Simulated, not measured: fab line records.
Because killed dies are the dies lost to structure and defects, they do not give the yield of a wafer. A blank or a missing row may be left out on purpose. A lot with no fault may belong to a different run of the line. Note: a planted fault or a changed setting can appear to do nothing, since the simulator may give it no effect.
fab line records	flow sky130
record: lots: 6	wafers: 18	lastDay: 50
route steps=708 shown METAL2@495 VIA2@507 PAD_OPEN@708
lots with no fault: from the same line, run without faults
startH: hours from the record's opening day to when the first of the lot's shown wafers began	waitH: how many hours have passed since the lot's step before this one	" identical to the entry in the row above	L1.1+2: one row covering several wafers at once	- no value, or no start given	* or withheld: withheld	< > ~ a bound
route shown NAME@n: NAME is a module with steps in the file, n the number in the route of the first one	usual: the fault-free wafers' mean and standard deviation	same: alike in all rows	chamber/n: place in a boat	sites: the reading at each site	_std_site: how widely they spread, as a standard deviation	_edge_site: outer sites' mean less inner sites'	radiusMm: for every site, how far away it sits from the centre of the wafer	mask NAME#n: copy n	behind: the last tool/chamber to shape the wafer	hold: why the lot went on hold/how many hours it stayed there/how the hold came to an end	device: the transistor (n, p or np) that didn't switch	end of line: at the end of the route, the tests of the same wafers	a step given without rows: its recipe and nothing more	killed: dies that structure and defects cost at the first sort, which is not the same as the wafer's yield	map: per-die view of a wafer (x killed, . not killed, _ where there is no die)
set.NAME: the run value of the setting; set.NAME@STEP: its run value at that earlier step	model.NAME: the simulator's own value behind a step, which no gauge read
lots at some steps of the route; a table a step, a row a wafer
services: when a tool's chamber went out of use (startH, in hours from the record's first day, below 0 if earlier), for how many hours, and the reason
== steps ==
step: SKY_METAL2_EXPOSE_12
recipe: maskId: MM2	na: 0.8	sourceShape: annular	sigmaInner: 0.55	sigmaOuter: 0.85	targetCdNm: 140	doseMj: 28
step: SKY_METAL2_PEB_13
recipe: pebTempC: withheld	pebTimeS: withheld	resist: KrF-thick
step: SKY_METAL2_DEVELOP_14
recipe: developTimeS: 60	resist: KrF-thick	devTempC: 21
step: SKY_METAL2_CD_MEAS_15
recipe: targetCdNm: 140
usual: cdNm: 140.4/1.6
lot.wafer	tool	chamber	startH	waitH	cdNm
L933.3	cdSem-02	-	864.39	-	139.4
L933.4	"	-	"	"	139.4
L933.5	"	-	"	"	142.0
L936.1	cdSem-02	-	886.23	-	138.9
L936.2	"	-	"	"	140.0
L936.4	"	-	"	"	139.9
L937.1	cdSem-01	-	899.40	-	138.4
L937.5	"	-	"	"	140.3
L937.6	"	-	"	"	139.5
L938.1	cdSem-01	-	906.68	-	138.4
L938.3	"	-	"	"	139.2
L938.6	"	-	"	"	139.5
L948.2	cdSem-02	-	961.82	-	141.0
L948.3	"	-	"	"	141.8
L948.4	"	-	"	"	142.7
L950.3	cdSem-01	-	978.85	-	140.4
L950.4	"	-	"	"	140.5
L950.6	"	-	"	"	140.4
step: SKY_METAL2_OVL_MEAS_16
usual: METAL2_OVL: 0/5.1
lot.wafer	tool	chamber	startH	waitH	METAL2_OVL[nm]
L933.3	overlay-02	-	864.48	0.1	-4
L933.4	"	-	"	"	0
L933.5	"	-	"	"	11
L936.1	overlay-02	-	886.35	0.1	-2
L936.2	"	-	"	"	-6
L936.4	"	-	"	"	-5
L937.1	overlay-02	-	899.52	0.1	0
L937.5	"	-	"	"	-4
L937.6	"	-	"	"	-1
L938.1	overlay-02	-	906.80	0.1	-5
L938.3	"	-	"	"	3
L938.6	"	-	"	"	-3
L948.2	overlay-02	-	961.93	0.1	-4
L948.3	"	-	"	"	-4
L948.4	"	-	"	"	-8
L950.3	overlay-02	-	978.95	0.1	7
L950.4	"	-	"	"	3
L950.6	"	-	"	"	1
step: SKY_METAL2_DESCUM_17
recipe: chemistry: O2	sourcePowerW: 150	biasPowerW: 0	pressureMtorr: 10	tempC: 40	timeS: 8
usual: drypumpMotorCurrentA: 6.2/0.37	oesProductAu: 0.996/0.0079
lot.wafer	tool	chamber	startH	waitH	drypumpMotorCurrentA	oesProductAu	rfHoursCounterH
L933.3	rieMetal-01	1	864.52	0.0	6.0	1.000	-
L933.4	"	0	"	"	6.1	0.998	-
L933.5	"	1	"	"	6.0	0.997	-
L936.1	rieMetal-01	0	886.39	0.0	6.1	0.989	4
L936.2	"	1	"	"	6.0	0.994	2
L936.4	"	1	"	"	6.0	1.001	-
L937.1	rieMetal-04	0	899.56	0.0	6.6	1.001	12
L937.5	"	1	"	"	6.0	1.003	-
L937.6	"	0	"	"	6.6	1.005	-
L938.1	rieMetal-02	1	906.84	0.0	6.6	0.977	6
L938.3	"	1	"	"	6.6	0.992	-
L938.6	"	1	"	"	6.6	0.992	-
L948.2	rieMetal-01	1	961.96	0.0	6.0	0.998	5
L948.3	"	0	"	"	6.1	0.986	-
L948.4	"	1	"	"	6.0	1.004	-
L950.3	rieMetal-01	0	978.98	0.0	6.1	0.996	-
L950.4	"	1	"	"	6.0	0.999	-
L950.6	"	1	"	"	6.0	0.992	-
step: SKY_METAL2_ETCH_18
recipe: chemistry: N2/H2	target: BARC	ionEnergyEv: 200	biasW: 100	pressureMtorr: 30	n2FlowSccm: 100	h2FlowSccm: 200	icpW: 500	stopOn: SiO2	timeS: 45.9	targetDepthA: 600
usual: biasW: 100.00/0.3	drypumpMotorCurrentA: 6.2/0.37	oesProductAu: 0.855/0.0049	throttleValvePct: 13.224/0.0093
lot.wafer	tool	chamber	startH	waitH	biasW	drypumpMotorCurrentA	oesProductAu	rfHoursCounterH	throttleValvePct
L933.3	rieMetal-01	1	864.56	0.0	100.64	6.0	0.856	-	13.194
L933.4	"	0	"	"	99.85	6.1	0.848	-	13.230
L933.5	"	1	"	"	100.06	6.0	0.858	-	13.226
L936.1	rieMetal-01	0	886.42	0.0	100.40	6.1	0.859	4	13.223
L936.2	"	1	"	"	99.71	6.0	0.860	2	13.219
L936.4	"	1	"	"	100.20	6.0	0.853	-	13.224
L937.1	rieMetal-04	0	899.59	0.0	99.93	6.6	0.853	12	13.229
L937.5	"	1	"	"	100.05	6.0	0.851	-	13.236
L937.6	"	0	"	"	99.98	6.6	0.853	-	13.237
L938.1	rieMetal-02	1	906.87	0.0	100.20	6.6	0.865	6	13.229
L938.3	"	1	"	"	99.86	6.6	0.850	-	13.221
L938.6	"	1	"	"	99.96	6.6	0.851	-	13.230
L948.2	rieMetal-01	1	961.99	0.0	99.86	6.0	0.859	5	13.235
L948.3	"	0	"	"	99.94	6.0	0.856	-	13.221
L948.4	"	1	"	"	99.64	6.0	0.856	-	13.213
L950.3	rieMetal-01	0	979.02	0.0	99.81	6.1	0.856	-	13.228
L950.4	"	1	"	"	100.19	6.0	0.856	-	13.224
L950.6	"	1	"	"	99.60	6.0	0.855	-	13.225
step: SKY_METAL2_METAL_ETCH_19
recipe: targetDepthA: 3600	stopOn: SiO2	overEtchFrac: 0.3	timeS: 78	chemistry: Cl2/BCl3	resistSidewallDeg: 88	pressureMtorr: 10	icpW: 900	biasW: 48.5	Cl2_flow_sccm: 60	bcl3FlowSccm: 30
usual: biasW: 48.50/0.15	drypumpMotorCurrentA: 6.2/0.36	oesProductAu: 0.856/0.0059	throttleValvePct: 22.264/0.0085
lot.wafer	tool	chamber	startH	waitH	biasW	drypumpMotorCurrentA	oesProductAu	rfHoursCounterH	throttleValvePct
L933.3	rieMetal-01	1	864.63	0.1	48.54	6.0	0.858	-	22.243
L933.4	"	0	"	"	48.32	6.1	0.855	-	22.256
L933.5	"	1	"	"	48.53	6.0	0.856	-	22.273
L936.1	rieMetal-01	0	886.48	0.0	48.51	6.1	0.851	5	22.263
L936.2	"	1	"	"	48.52	6.0	0.857	2	22.267
L936.4	"	1	"	"	48.45	6.0	0.858	-	22.280
L937.1	rieMetal-04	0	899.65	0.0	48.54	6.6	0.860	12	22.265
L937.5	"	1	"	"	48.42	6.0	0.861	-	22.271
L937.6	"	0	"	"	48.57	6.6	0.858	-	22.255
L938.1	rieMetal-02	1	906.93	0.0	48.47	6.6	0.859	7	22.274
L938.3	"	1	"	"	48.36	6.6	0.854	-	22.262
L938.6	"	1	"	"	48.41	6.6	0.849	-	22.273
L948.2	rieMetal-01	1	962.05	0.0	48.48	6.0	0.857	5	22.262
L948.3	"	0	"	"	48.62	6.1	0.852	-	22.269
L948.4	"	1	"	"	48.48	6.0	0.857	-	22.265
L950.3	rieMetal-01	0	979.10	0.1	48.65	6.1	0.858	-	22.267
L950.4	"	1	"	"	48.38	6.0	0.864	-	22.262
L950.6	"	1	"	"	48.45	6.0	0.847	-	22.267
step: SKY_METAL2_STRIP_20
recipe: chemistry: O2/N2	powerW: 1400	pressureMtorr: 1500	platenTempC: withheld	o2FlowSccm: 3000	n2FlowSccm: 300	overashFraction: 0.5
usual: drypumpMotorCurrentA: 5.8/0.59	oesProductAu: 0.347/0.0043	stripTimeToEndpointS: 2.81/0.036
lot.wafer	tool	chamber	startH	waitH	drypumpMotorCurrentA	oesProductAu	rfHoursCounterH	stripTimeToEndpointS
L933.3	plasmaAsher-01	0	864.72	0.1	4.8	0.342	-	2.81
L933.4	"	1	"	"	6.2	0.348	-	2.84
L933.5	"	1	"	"	6.2	0.350	-	2.80
L936.1	plasmaAsher-01	1	886.57	0.1	6.2	0.348	14	2.84
L936.2	"	0	"	"	4.8	0.344	14	2.77
L936.4	"	1	"	"	6.2	0.342	-	2.77
L937.1	plasmaAsher-04	1	899.74	0.1	6.2	0.343	46	2.80
L937.5	"	1	"	"	6.2	0.342	-	2.84
L937.6	"	0	"	"	6.5	0.348	-	2.80
L938.1	plasmaAsher-04	0	907.02	0.1	6.4	0.346	47	2.86
L938.3	"	0	"	"	6.4	0.349	-	2.83
L938.6	"	0	"	"	6.5	0.351	-	2.83
L948.2	plasmaAsher-04	0	962.14	0.1	6.4	0.352	51	2.80
L948.3	"	0	"	"	6.4	0.347	-	2.81
L948.4	"	1	"	"	6.2	0.351	-	2.80
L950.3	plasmaAsher-03	0	979.19	0.1	5.7	0.350	-	2.81
L950.4	"	1	"	"	5.5	0.346	-	2.77
L950.6	"	1	"	"	5.5	0.351	-	2.75
step: SKY_METAL2_STRIP_21
recipe: chemistry: postEtchResidueRemover	timeS: 1200	tempC: 72.5
step: SKY_METAL2_CLEAN_22
recipe: chemistry: IPA	timeS: 180	tempC: 25
step: SKY_METAL2_CLEAN_23
recipe: chemistry: O3/DIW	dry: n2Spin
step: SKY_VIA2_HDPCVD_00
recipe: material: SiO2	targetThkNm: 1180	sigmaOpenFrac: 0.3	timeS: 196.7	tempC: 400	sih4FlowSccm: 60	pressureMtorr: 6
lot.wafer	tool	chamber	startH	waitH	model.SiO2_of_VIA2_HDPCVD_00.thkNm
L933.3	hdpcvd-02	0	865.28	0.0	1157
L933.4	"	0	"	"	1167
L933.5	"	2	"	"	1162
L936.1	hdpcvd-01	2	887.17	0.0	1186
L936.2	"	1	"	"	1196
L936.4	"	0	"	"	769.2
L937.1	hdpcvd-02	0	900.38	0.0	1152
L937.5	"	2	"	"	1163
L937.6	"	0	"	"	1168
L938.1	hdpcvd-01	2	907.61	0.0	1183
L938.3	"	1	"	"	778.8
L938.6	"	0	"	"	1186
L948.2	hdpcvd-01	2	962.76	0.0	1197
L948.3	"	1	"	"	1192
L948.4	"	2	"	"	1191
L950.3	hdpcvd-02	0	979.75	0.0	1183
L950.4	"	1	"	"	1173
L950.6	"	0	"	"	1169
step: SKY_VIA2_THK_MEAS_01
recipe: reads: SiO2_of_VIA2_HDPCVD_00
usual: VIA2_HDPCVD_THK: 1175/11
lot.wafer	tool	chamber	startH	waitH	VIA2_HDPCVD_THK[nm]
L933.3	filmMetro-02	-	865.43	0.1	1157
L933.4	"	-	"	"	1167
L933.5	"	-	"	"	1162
L936.1	filmMetro-01	-	887.29	0.1	1186
L936.2	"	-	"	"	1196
L936.4	"	-	"	"	769
L937.1	filmMetro-04	-	900.50	0.1	1152
L937.5	"	-	"	"	1163
L937.6	"	-	"	"	1168
L938.1	filmMetro-01	-	907.74	0.1	1183
L938.3	"	-	"	"	779
L938.6	"	-	"	"	1186
L948.2	filmMetro-04	-	962.90	0.1	1197
L948.3	"	-	"	"	1192
L948.4	"	-	"	"	1190
L950.3	filmMetro-02	-	979.90	0.1	1182
L950.4	"	-	"	"	1173
L950.6	"	-	"	"	1169
step: SKY_VIA2_CMP_02
recipe: material: SiO2	downForcePsi: 4	platenRpm: 60	padVelocityMS: 0.94248
usual: motorCurrentA: 12.8/1.6	platenRpm: 60.01/0.04
lot.wafer	tool	chamber	startH	waitH	motorCurrentA	platenRpm
L933.4	cmp-01	0	865.52	0.1	15.1	60.02
L933.3	"	1	"	"	12.1	59.96
L933.5	"	3	"	"	11.6	60.03
L936.2	cmp-01	2	887.35	0.0	12.7	60.06
L936.1	"	3	"	"	11.4	59.98
L936.4	"	0	"	"	15.1	60.02
L937.1	cmp-02	1	900.66	0.1	12.6	60.02
L937.6	"	3	"	"	11.4	59.99
L937.5	"	0	"	"	14.1	60.03
L938.3	cmp-01	3	907.86	0.1	11.1	60.02
L938.1	"	1	"	"	12.6	60.04
L938.6	"	3	"	"	11.6	59.96
L948.3	cmp-02	1	962.95	0.0	12.2	59.99
L948.4	"	2	"	"	10.7	59.96
L948.2	"	0	"	"	15.3	60.03
L950.4	cmp-01	1	979.94	0.0	11.8	59.97
L950.3	"	2	"	"	12.9	59.99
L950.6	"	2	"	"	12.1	60.11
step: SKY_PAD_OPEN_PROBE_99
usual: defectLimitedYield: 82.4/1.7	killed_at_M0_to_M3: 43/6.4	killed_at_M4_up: 3.5/1.8	killedAtContacts: 25/5.7	killedAtFrontEnd: 15/3.9	killedAtOther: 0.3/0.67	killedDies: 87/8.6	killedOnRim: 17/3.9	killedOpen: 47/6.7	killedShort: 39/5.9
same: grossDies: 492	killedAtBackSide: 0
lot.wafer	tool	chamber	startH	waitH	defectLimitedYield[%]	killed_at_M0_to_M3	killed_at_M4_up	killedAtContacts	killedAtFrontEnd	killedAtOther	killedDies	killedOnRim	killedOpen	killedShort	model.etest.met3Comb.leakLog10AUm	model.etest.tester.sort_bin_8_pct
L933.3	prober-01	-	1109.23	0.2	83.1	47	5	20	11	0	83	13	41	42	-12	0
L933.4	prober-01	-	1109.28	0.2	83.1	38	6	26	12	1	83	18	45	38	-12.08	0
L933.5	prober-01	-	1109.33	0.2	80.9	47	8	30	9	0	94	24	47	46	-12.15	0
L936.1	prober-02	-	1125.42	0.1	83.7	41	2	22	13	2	80	19	45	35	-12.08	0
L936.2	prober-02	-	1125.47	0.1	80.9	42	2	29	21	0	94	22	61	32	-12.03	0
L936.4	prober-02	-	1125.57	0.2	80.7	46	6	22	21	0	95	19	46	49	-10.21	1.559e-06
L937.1	prober-01	-	1137.46	0.1	84.3	42	2	21	12	0	77	18	50	27	-11.98	0
L937.5	prober-01	-	1137.66	0.2	83.7	39	5	19	17	0	80	12	44	36	-12.01	0
L937.6	prober-01	-	1137.71	0.2	83.9	44	4	16	14	1	79	14	38	41	-11.87	0
L938.1	prober-01	-	1143.98	0.1	81.5	48	1	23	17	2	91	13	42	49	-12.13	0
L938.3	prober-01	-	1144.08	0.2	83.1	40	3	25	15	0	83	16	46	37	-10.79	0
L938.6	prober-01	-	1144.23	0.2	82.7	45	6	19	15	0	85	22	49	36	-11.87	0
L948.2	prober-02	-	1182.65	0.1	80.7	46	4	25	19	1	95	20	56	39	-12.03	0
L948.3	prober-02	-	1182.70	0.2	83.9	38	3	20	18	0	79	9	43	36	-11.98	0
L948.4	prober-02	-	1182.75	0.2	84.1	45	6	15	12	0	78	11	35	43	-11.93	0
L950.3	prober-02	-	1192.59	0.2	83.9	39	1	23	14	2	79	13	42	36	-12.09	0
L950.4	prober-02	-	1192.64	0.2	80.9	53	2	26	11	2	94	18	49	43	-12.03	0
L950.6	prober-02	-	1192.74	0.2	81.3	50	3	23	16	0	92	19	51	41	-11.88	0
killed by level:class
L933.3 VIA1:geometricParticle:open=10 CONTACT:geometricParticle:open=9 VIA2:geometricParticle:open=6 VIA3:geometricParticle:open=6 VIA3:geometricParticle:short=6 POLY_GATE:geometricParticle:short=5 METAL2:geometricParticle:short=5 VIA2:geometricParticle:short=4
L933.4 VIA3:geometricParticle:open=8 LI_CONTACT:geometricParticle:open=7 LOCAL_INTERCONNECT:geometricParticle:short=6 VIA1:geometricParticle:open=6 FIELD_ISO:geometricParticle:open=5 CONTACT:geometricParticle:short=5 CONTACT:geometricParticle:open=5 METAL2:geometricParticle:short=5
L933.5 CONTACT:geometricParticle:open=13 VIA3:geometricParticle:open=9 METAL1:geometricParticle:short=7 VIA1:geometricParticle:short=6 VIA1:geometricParticle:open=6 METAL4:geometricParticle:short=6 LI_CONTACT:geometricParticle:open=5 CONTACT:geometricParticle:short=5
L936.1 CONTACT:geometricParticle:open=11 METAL1:geometricParticle:short=9 VIA1:geometricParticle:open=9 LI_CONTACT:geometricParticle:open=6 FIELD_ISO:geometricParticle:open=4 METAL2:geometricParticle:short=4 VIA2:geometricParticle:open=4 VIA2:geometricParticle:short=4
L936.2 VIA3:geometricParticle:open=11 CONTACT:geometricParticle:open=11 VIA1:geometricParticle:open=11 FIELD_ISO:geometricParticle:open=6 LI_CONTACT:geometricParticle:open=6 LI_CONTACT:geometricParticle:short=5 FIELD_ISO:geometricParticle:short=4 POLY_GATE:geometricParticle:open=4
L936.4 CONTACT:geometricParticle:open=8 VIA1:geometricParticle:open=8 VIA3:geometricParticle:open=7 FIELD_ISO:geometricParticle:short=6 CONTACT:geometricParticle:short=6 METAL4:geometricParticle:short=5 LOCAL_INTERCONNECT:geometricParticle:short=5 METAL2:geometricParticle:short=5
L937.1 VIA1:geometricParticle:open=11 CONTACT:geometricParticle:open=9 VIA3:geometricParticle:open=8 VIA2:geometricParticle:open=7 FIELD_ISO:geometricParticle:short=4 FIELD_ISO:geometricParticle:open=4 VIA1:geometricParticle:short=4 LI_CONTACT:geometricParticle:open=3
L937.5 VIA1:geometricParticle:open=10 CONTACT:geometricParticle:open=7 VIA3:geometricParticle:open=6 FIELD_ISO:geometricParticle:open=5 METAL2:geometricParticle:short=5 LI_CONTACT:geometricParticle:open=4 VIA1:geometricParticle:short=4 VIA2:geometricParticle:short=4
L937.6 VIA1:geometricParticle:short=8 METAL2:geometricParticle:short=7 VIA2:geometricParticle:open=7 VIA3:geometricParticle:open=7 CONTACT:geometricParticle:open=5 VIA1:geometricParticle:open=5 FIELD_ISO:geometricParticle:short=4 POLY_GATE:geometricParticle:short=4
L938.1 VIA1:geometricParticle:open=10 LI_CONTACT:geometricParticle:open=9 METAL2:geometricParticle:short=8 FIELD_ISO:geometricParticle:short=6 VIA1:geometricParticle:short=6 CONTACT:geometricParticle:open=6 METAL1:geometricParticle:short=6 VIA3:geometricParticle:open=5
L938.3 VIA1:geometricParticle:open=10 CONTACT:geometricParticle:open=8 LI_CONTACT:geometricParticle:open=7 VIA2:geometricParticle:open=7 METAL2:geometricParticle:short=5 LOCAL_INTERCONNECT:geometricParticle:short=5 METAL1:geometricParticle:short=5 FIELD_ISO:geometricParticle:open=4
L938.6 VIA1:geometricParticle:open=12 VIA3:geometricParticle:open=9 METAL1:geometricParticle:short=7 CONTACT:geometricParticle:open=6 METAL2:geometricParticle:short=6 FIELD_ISO:geometricParticle:short=4 LI_CONTACT:geometricParticle:open=4 FIELD_ISO:geometricParticle:open=4
L948.2 VIA1:geometricParticle:open=17 VIA2:geometricParticle:open=9 CONTACT:geometricParticle:open=7 CONTACT:geometricParticle:short=6 LI_CONTACT:geometricParticle:short=5 POLY_GATE:geometricParticle:open=4 LI_CONTACT:geometricParticle:open=4 METAL2:geometricParticle:short=4
L948.3 VIA1:geometricParticle:open=11 VIA2:geometricParticle:open=7 FIELD_ISO:geometricParticle:open=6 LI_CONTACT:geometricParticle:open=6 METAL1:geometricParticle:short=6 CONTACT:geometricParticle:open=5 VIA1:geometricParticle:short=5 FIELD_ISO:geometricParticle:short=4
L948.4 VIA1:geometricParticle:open=9 VIA3:geometricParticle:open=9 VIA1:geometricParticle:short=8 FIELD_ISO:geometricParticle:short=5 METAL1:geometricParticle:short=5 VIA2:geometricParticle:open=5 CONTACT:geometricParticle:short=4 METAL4:geometricParticle:short=4
L950.3 VIA1:geometricParticle:open=11 CONTACT:geometricParticle:open=9 FIELD_ISO:geometricParticle:open=6 FIELD_ISO:geometricParticle:short=6 LI_CONTACT:geometricParticle:open=5 VIA3:geometricParticle:open=5 LOCAL_INTERCONNECT:geometricParticle:short=4 METAL1:geometricParticle:short=4
L950.4 VIA1:geometricParticle:open=14 LI_CONTACT:geometricParticle:open=7 CONTACT:geometricParticle:open=7 VIA2:geometricParticle:open=7 VIA3:geometricParticle:open=7 CONTACT:geometricParticle:short=6 METAL1:geometricParticle:short=6 VIA3:geometricParticle:short=5
L950.6 VIA1:geometricParticle:open=17 CONTACT:geometricParticle:open=8 VIA3:geometricParticle:open=6 METAL3:geometricParticle:short=5 POLY_GATE:geometricParticle:short=4 LI_CONTACT:geometricParticle:short=4 CONTACT:geometricParticle:short=4 VIA2:geometricParticle:short=4
== services ==
tool	chamber	startH	hours	kind
cmp-02	-	853.30	2.8	repair
rieMetal-04	-	886.05	0.5	repair
cmp-01	-	889.77	0.7	repair
cmp-02	-	913.61	4.0	pm
plasmaAsher-03	-	917.47	2.8	pm
cmp-02	-	917.61	-	consumableReplace:conditioner
cmp-02	-	917.61	-	consumableReplace:pad
cmp-02	-	918.68	20.2	repair
plasmaAsher-03	-	925.61	3.3	repair
plasmaAsher-04	-	928.03	14.6	pm
cmp-02	-	928.05	4.3	repair
hdpcvd-01	0	930.33	6.8	repair
plasmaAsher-03	-	942.18	14.6	pm
hdpcvd-02	-	950.25	15.0	pm
hdpcvd-02	0	950.25	15.0	ventCycle
hdpcvd-02	1	950.25	15.0	ventCycle
hdpcvd-02	2	950.25	15.0	ventCycle
cmp-02	-	952.83	0.2	repair
plasmaAsher-01	-	963.90	14.4	repair
hdpcvd-02	0	965.25	-	clean
hdpcvd-02	1	965.25	-	clean
hdpcvd-02	2	965.25	-	clean
rieMetal-02	0	972.21	8.2	repair
cmp-02	-	975.12	0.9	repair
== key ==
firstSign: step: SKY_VIA2_THK_MEAS_01	reading: VIA2_HDPCVD_THK	direction: down	sigmas: 35	usual: 1175	struck: 774
effect none on later readings
modelEffect: step: SKY_VIA2_HDPCVD_00	value: SiO2_of_VIA2_HDPCVD_00.thkNm	without: 1178	struck: 774
modelEffect: step: SKY_PAD_OPEN_PROBE_99	value: etest.met3Comb.leakLog10AUm	without: -11.97	struck: -10.5
metAt SKY_VIA2_HDPCVD_00
struckWafers L936.4,L938.3
fault: kind: processParameterDrift	tool: hdpcvd-01	chamber: -	onsetH: 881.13	steps: SKY_VIA2_HDPCVD_00	channel: targetThkNm	offset: -404.01	shape: step	endH: 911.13	scope: struckWafersOnly	actsIn: theseRecipesOnly	stated: 1180
